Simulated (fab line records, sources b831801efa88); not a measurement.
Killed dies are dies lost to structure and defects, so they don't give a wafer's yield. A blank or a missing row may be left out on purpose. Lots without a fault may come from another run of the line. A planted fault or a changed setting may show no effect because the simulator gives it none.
fab line records | flow gf180mcu
record lots=14 wafers=42 last_day=34
route steps=602 shown POLY_GATE@169 HV_LDD@186
lots that met no fault: from a run of the same line without faults
start_h: hours from the record's first day to the start of the lot's first wafer shown | wait_h: hours since the lot's step before | " the same as in the row above | L1.1+2: a row that stands for several wafers | - no value, or no start given | * or withheld: withheld | < > ~ a bound
route shown NAME@n: a module of which the file shows steps, and the number in the route of the first | usual: mean/standard deviation of fault-free wafers | same: alike in all rows | chamber/n: place in a boat | sites: the reading at each site | _std_site: their standard deviation | _edge_site: outer sites' mean less inner sites' | radius_mm: how far each site lies from the wafer's centre | mask NAME#n: copy n | behind: the tool/chamber that last shaped the wafer | hold: why the lot was held/for how many hours/how that ended | device: the transistor (n, p or np) that didn't switch | end of line: the same wafers' tests at the end of the route | a step without rows: its recipe alone | killed: dies lost to structure and defects at the first sort, not the wafer's yield | map: a wafer's dies, x killed, . not, _ none there
set.NAME: the setting as run; set.NAME@STEP: as run at that earlier step | model.NAME: the simulator's own value behind a step, which no gauge read
steps of the route over a sample of lots; a table a step, a row a wafer
services: from which hour (start_h, from the record's first day; less than 0 if before it) a tool's chamber was out of use, for how many hours, and why
## steps
# step GF_POLY_GATE_ETCH_12
# recipe chemistry=N2/H2 target_depth_a=withheld overetch_a=withheld time_s=withheld target=BARC ion_energy_ev=200 source_w=500 bias_w=100 pressure_mtorr=30 n2_flow_sccm=100 h2_flow_sccm=200
# usual drypump_motor_current_A=5.8/0.52 oes_product_au=0.735/0.0051 throttle_valve_pct=13.215/0.009
# columns lot.wafer tool chamber start_h wait_h drypump_motor_current_A oes_product_au throttle_valve_pct
L106.1 rie_diel-01 3 198.63 0.0 5.7 0.744 13.213
L106.4 " 0 " " 6.4 0.737 13.217
L106.6 " 0 " " 6.4 0.730 13.207
L109.1 rie_diel-02 1 217.78 0.0 5.4 0.744 13.198
L109.3 " 3 " " 5.9 0.733 13.216
L109.4 " 0 " " 6.1 0.740 13.216
L110.3 rie_diel-03 3 224.18 0.0 5.5 0.737 13.218
L110.4 " 1 " " 5.8 0.733 13.197
L110.5 " 1 " " 5.7 0.736 13.214
L111.3 rie_diel-03 1 232.78 0.0 5.8 0.728 13.218
L111.5 " 1 " " 5.8 0.727 13.211
L111.6 " 2 " " 5.4 0.733 13.221
L113.1 rie_diel-01 1 246.05 0.0 5.6 0.737 13.205
L113.3 " 0 " " 6.4 0.737 13.207
L113.6 " 2 " " 6.7 0.735 13.212
L114.3 rie_diel-02 1 254.30 0.0 5.4 0.736 13.219
L114.4 " 1 " " 5.4 0.740 13.210
L114.5 " 2 " " 6.6 0.737 13.216
L115.1 rie_diel-03 0 259.18 0.0 4.8 0.729 13.210
L115.4 " 1 " " 5.8 0.736 13.212
L115.6 " 2 " " 5.4 0.740 13.207
L116.1 rie_diel-01 1 269.28 0.0 5.6 0.740 13.219
L116.2 " 0 " " 6.4 0.735 13.222
L116.6 " 1 " " 5.6 0.729 13.207
L122.3 rie_diel-03 3 313.88 0.0 5.5 0.731 13.224
L122.5 " 2 " " 5.4 0.734 13.213
L122.6 " 3 " " 5.5 0.736 13.211
L124.1 rie_diel-01 1 333.38 0.0 5.6 0.734 13.229
L124.2 " 0 " " 6.4 0.733 13.210
L124.3 " 2 " " 6.8 0.729 13.222
L126.1 rie_diel-03 0 340.33 0.0 4.8 0.732 13.235
L126.2 " 2 " " 5.4 0.731 13.215
L126.3 " 1 " " 5.8 0.726 13.190
L127.1 rie_diel-01 2 347.94 0.0 6.7 0.738 13.212
L127.4 " 3 " " 5.7 0.746 13.217
L127.6 " 1 " " 5.6 0.733 13.200
L128.1 rie_diel-02 0 356.94 0.0 6.1 0.740 13.200
L128.2 " 3 " " 5.9 0.727 13.200
L128.3 " 1 " " 5.4 0.741 13.228
L129.1 rie_diel-03 1 361.79 0.0 5.8 0.734 13.201
L129.3 " 2 " " 5.4 0.731 13.207
L129.4 " 0 " " 4.8 0.736 13.231
# step GF_HV_LDD_STRIP_10
# recipe chemistry=O2/N2 power_w=1400 pressure_mtorr=1500 platen_temp_c=250 o2_flow_sccm=3000 n2_flow_sccm=300 overash_fraction=0.5
# usual drypump_motor_current_A=5.9/0.4 heater_power_w=363/37 oes_product_au=0.716/0.0047 platen_temp_c=249.96/0.2 strip_time_to_endpoint_s=12.62/0.037
# columns lot.wafer tool chamber start_h wait_h drypump_motor_current_A heater_power_w oes_product_au platen_temp_c rf_hours_counter_h strip_time_to_endpoint_s
L106.1 plasma_asher-01 1 218.30 0.1 6.2 342 0.714 250.29 11 12.61
L106.4 " 1 " " 6.2 338 0.707 250.43 - 12.65
L106.6 " 1 " " 6.2 345 0.710 250.25 - 12.58
L109.1 plasma_asher-01 0 237.43 0.1 6.5 333 0.712 249.88 13 12.58
L109.3 " 1 " " 6.2 335 0.721 249.87 - 12.62
L109.4 " 0 " " 6.6 334 0.722 249.88 - 12.59
L110.3 plasma_asher-02 0 243.88 0.1 5.6 389 0.720 250.15 - 12.68
L110.4 " 1 " " 5.8 400 0.717 249.93 - 12.66
L110.5 " 1 " " 5.8 404 0.713 250.25 - 12.68
L111.3 plasma_asher-02 0 253.41 0.1 5.6 396 0.719 250.04 - 12.63
L111.5 " 1 " " 5.8 413 0.718 250.01 - 12.64
L111.6 " 0 " " 5.6 395 0.719 249.79 - 12.62
L113.1 plasma_asher-01 1 267.43 0.1 6.2 331 0.720 249.80 16 12.61
L113.3 " 1 " " 6.2 343 0.716 249.93 - 12.58
L113.6 " 0 " " 6.6 331 0.721 249.75 - 12.62
L114.3 plasma_asher-02 0 275.81 0.1 5.6 410 0.718 249.90 - 12.61
L114.4 " 1 " " 5.8 415 0.716 249.61 - 12.60
L114.5 " 0 " " 5.6 400 0.712 250.00 - 12.64
L115.1 plasma_asher-01 1 280.18 0.1 6.2 338 0.715 249.67 18 12.64
L115.4 " 0 " " 6.6 337 0.723 250.09 - 12.61
L115.6 " 0 " " 6.6 334 0.706 250.00 - 12.64
L116.1 plasma_asher-01 0 290.70 0.1 6.6 340 0.714 249.96 19 12.59
L116.2 " 1 " " 6.2 356 0.718 249.86 19 12.56
L116.6 " 0 " " 6.6 340 0.711 249.81 - 12.60
L122.3 plasma_asher-01 1 337.81 0.1 6.2 339 0.703 249.82 - 12.65
L122.5 " 0 " " 6.6 341 0.716 249.90 - 12.68
L122.6 " 1 " " 6.2 340 0.712 249.68 - 12.71
L124.1 plasma_asher-02 0 357.69 0.1 5.6 388 0.706 249.65 71 12.52
L124.2 " 1 " " 5.8 405 0.719 250.08 71 12.57
L124.3 " 0 " " 5.6 390 0.717 249.84 - 12.61
L126.1 plasma_asher-03 0 364.58 0.1 5.5 314 0.705 249.87 62 12.66
L126.2 " 1 " " 5.5 318 0.721 249.92 62 12.61
L126.3 " 0 " " 5.5 314 0.714 249.88 - 12.63
L127.1 plasma_asher-02 1 372.69 0.1 5.8 417 0.726 250.12 72 12.58
L127.4 " 1 " " 5.8 409 0.714 249.87 - 12.60
L127.6 " 0 " " 5.6 390 0.718 249.97 - 12.57
L128.1 plasma_asher-02 0 382.18 0.1 5.6 392 0.714 250.08 73 12.63
L128.2 " 1 " " 5.8 415 0.721 250.05 73 12.63
L128.3 " 0 " " 5.6 392 0.718 250.13 - 12.63
L129.1 plasma_asher-02 1 386.53 0.1 5.8 414 0.717 249.88 74 12.60
L129.3 " 0 " " 5.6 384 0.716 250.04 - 12.62
L129.4 " 1 " " 5.8 407 0.717 249.90 - 12.57
# step GF_HV_LDD_CD_MEAS_46
# recipe target_cd_nm=400
# usual cd_nm=398.9/2.2
# columns lot.wafer tool chamber start_h wait_h cd_nm
L106.1 cd_sem-02 - 274.47 0.1 400.1
L106.4 " - " " 398.3
L106.6 " - " " 400.2
L109.1 cd_sem-01 - 293.28 0.1 398.3
L109.3 " - " " 396.6
L109.4 " - " " 397.8
L110.3 cd_sem-01 - 307.92 0.1 397.0
L110.4 " - " " 396.8
L110.5 " - " " 395.9
L111.3 cd_sem-01 - 312.48 0.1 401.4
L111.5 " - " " 400.2
L111.6 " - " " 399.1
L113.1 cd_sem-02 - 330.44 0.1 397.9
L113.3 " - " " 400.6
L113.6 " - " " 398.3
L114.3 cd_sem-01 - 334.98 0.1 400.3
L114.4 " - " " 400.6
L114.5 " - " " 400.5
L115.1 cd_sem-02 - 341.73 0.1 399.3
L115.4 " - " " 396.1
L115.6 " - " " 400.7
L116.1 cd_sem-01 - 353.59 0.1 399.7
L116.2 " - " " 399.0
L116.6 " - " " 399.3
L122.3 cd_sem-02 - 405.88 0.1 397.4
L122.5 " - " " 397.8
L122.6 " - " " 398.6
L124.1 cd_sem-01 - 427.47 0.1 397.6
L124.2 " - " " 398.7
L124.3 " - " " 399.2
L126.1 cd_sem-01 - 435.39 0.1 396.3
L126.2 " - " " 395.1
L126.3 " - " " 395.6
L127.1 cd_sem-02 - 443.22 0.1 395.4
L127.4 " - " " 395.9
L127.6 " - " " 395.3
L128.1 cd_sem-02 - 454.82 0.1 398.7
L128.2 " - " " 402.1
L128.3 " - " " 397.8
L129.1 cd_sem-01 - 459.07 0.1 397.4
L129.3 " - " " 396.7
L129.4 " - " " 399.3
# step GF_HV_LDD_CVD_54
# recipe material=SiO2 target_thk_nm=10 precursor=TEOS temp_c=680 time_s=75 pressure_mtorr=400
# usual pressure_mtorr=399.9/0.81 spike_tc_bottom_C=700.8/1.2 zone_power_lower_pct=9.84/0.18
# columns lot.wafer tool chamber start_h wait_h pressure_mtorr spike_tc_bottom_C zone_power_lower_pct
L106.1 lpcvd-01 1 275.18 0.1 398.9 702.4 9.93
L106.4 " 1 " " 399.4 700.7 10.03
L106.6 " 1 " " 399.4 702.6 9.86
L109.1 lpcvd-02 0 293.98 0.1 399.7 699.7 9.74
L109.3 " 0 " " 399.7 699.3 9.79
L109.4 " 0 " " 401.2 701.3 9.81
L110.3 lpcvd-01 0 308.58 0.1 400.3 701.8 10.12
L110.4 " 0 " " 400.3 702.8 10.09
L110.5 " 0 " " 401.1 700.4 10.07
L111.3 lpcvd-01 1 313.14 0.1 399.0 700.6 10.12
L111.5 " 1 " " 398.0 701.9 10.10
L111.6 " 1 " " 398.4 699.9 9.78
L113.1 lpcvd-02 0 331.15 0.1 400.6 700.0 9.65
L113.3 " 0 " " 400.3 699.5 9.89
L113.6 " 0 " " 399.0 701.0 9.71
L114.3 lpcvd-01 0 335.72 0.1 399.7 699.7 10.23
L114.4 " 0 " " 400.7 700.6 10.03
L114.5 " 0 " " 400.0 701.4 9.95
L115.1 lpcvd-02 0 342.43 0.1 - - -
L115.4 " 0 " " - - -
L115.6 " 0 " " - - -
L116.1 lpcvd-01 1 354.29 0.1 - - -
L116.2 " 1 " " - - -
L116.6 " 1 " " - - -
L122.3 lpcvd-01 1 406.54 0.1 399.6 701.2 10.06
L122.5 " 1 " " 400.4 701.4 9.82
L122.6 " 1 " " 399.7 700.5 9.80
L124.1 lpcvd-02 1 428.18 0.1 399.1 698.9 9.48
L124.2 " 1 " " 399.1 700.4 9.75
L124.3 " 1 " " 400.2 699.5 9.85
L126.1 lpcvd-01 1 436.10 0.1 400.0 701.0 9.80
L126.2 " 1 " " 400.1 701.2 10.01
L126.3 " 1 " " 400.8 701.6 9.96
L127.1 lpcvd-01 1 443.93 0.1 399.5 699.8 10.02
L127.4 " 1 " " 401.5 699.4 10.03
L127.6 " 1 " " 400.9 700.5 9.92
L128.1 lpcvd-02 0 456.49 1.1 400.8 702.0 9.67
L128.2 " 0 " " 401.1 700.8 9.82
L128.3 " 0 " " 400.6 700.2 9.99
L129.1 lpcvd-01 0 459.87 0.2 400.0 701.8 9.77
L129.3 " 0 " " 399.3 701.8 9.94
L129.4 " 0 " " 399.7 700.7 10.08
## services
# columns tool chamber start_h hours kind
rie_diel-01 1 194.74 10.3 repair
plasma_asher-02 - 206.03 1.3 repair
rie_diel-02 0 244.61 19.0 repair
rie_diel-03 3 247.67 16.7 repair
rie_diel-01 1 249.19 5.0 repair
rie_diel-03 2 264.40 16.2 repair
rie_diel-03 0 281.19 5.9 repair
rie_diel-02 - 286.85 2.8 pm
rie_diel-03 - 291.18 0.9 repair
plasma_asher-02 - 293.05 14.6 pm
rie_diel-03 - 317.37 2.8 pm
plasma_asher-01 - 326.38 4.5 repair
rie_diel-01 3 330.39 3.7 repair
rie_diel-02 - 332.02 14.6 pm
rie_diel-03 - 355.62 0.2 repair
rie_diel-03 - 355.66 0.8 repair
rie_diel-02 0 359.20 5.9 repair
rie_diel-01 0 370.01 12.9 repair
lpcvd-01 - 386.50 14.6 pm
rie_diel-01 - 401.08 1.0 repair
rie_diel-03 2 434.39 5.9 repair
rie_diel-03 0 439.44 18.1 repair
lpcvd-01 - 453.87 6.0 pm
rie_diel-03 3 459.76 4.3 repair
## key
first_sign step=GF_HV_LDD_CVD_54 reading=tool_record direction=missing
effect none on later readings
met_at GF_HV_LDD_CVD_54
struck_lots L115,L116
later_rows_left_out L115.1,L115.4,L115.6,L116.1,L116.2,L116.6
sort_left_out L115.1,L115.4,L115.6,L116.1,L116.2,L116.6
tester_left_out L115,L116
not_acting_at GF_POLY_GATE_ETCH_12,GF_HV_LDD_STRIP_10,GF_HV_LDD_CD_MEAS_46
onset_between 335.72 342.43
fault kind=skipped_step_whole tool=lpcvd-01,lpcvd-02 chamber=- onset_h=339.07 steps=GF_HV_LDD_CVD_54 scope=struck_lots_only
# tester_left_out: of these lots the tester's yield and bins aren't shown, on N5 and GAA mostly nor the transistor test; their killed dies are dies lost to structure and defects alone, not to doping, threshold or leakage, so they don't give the yield
# sort_left_out: the simulated sort isn't trusted on such a fault, so these wafers' sort isn't shown, and their yield isn't known
# later_rows_left_out: the simulator's readings of these wafers behind a module that went badly wrong aren't trusted and aren't shown, but for the sort
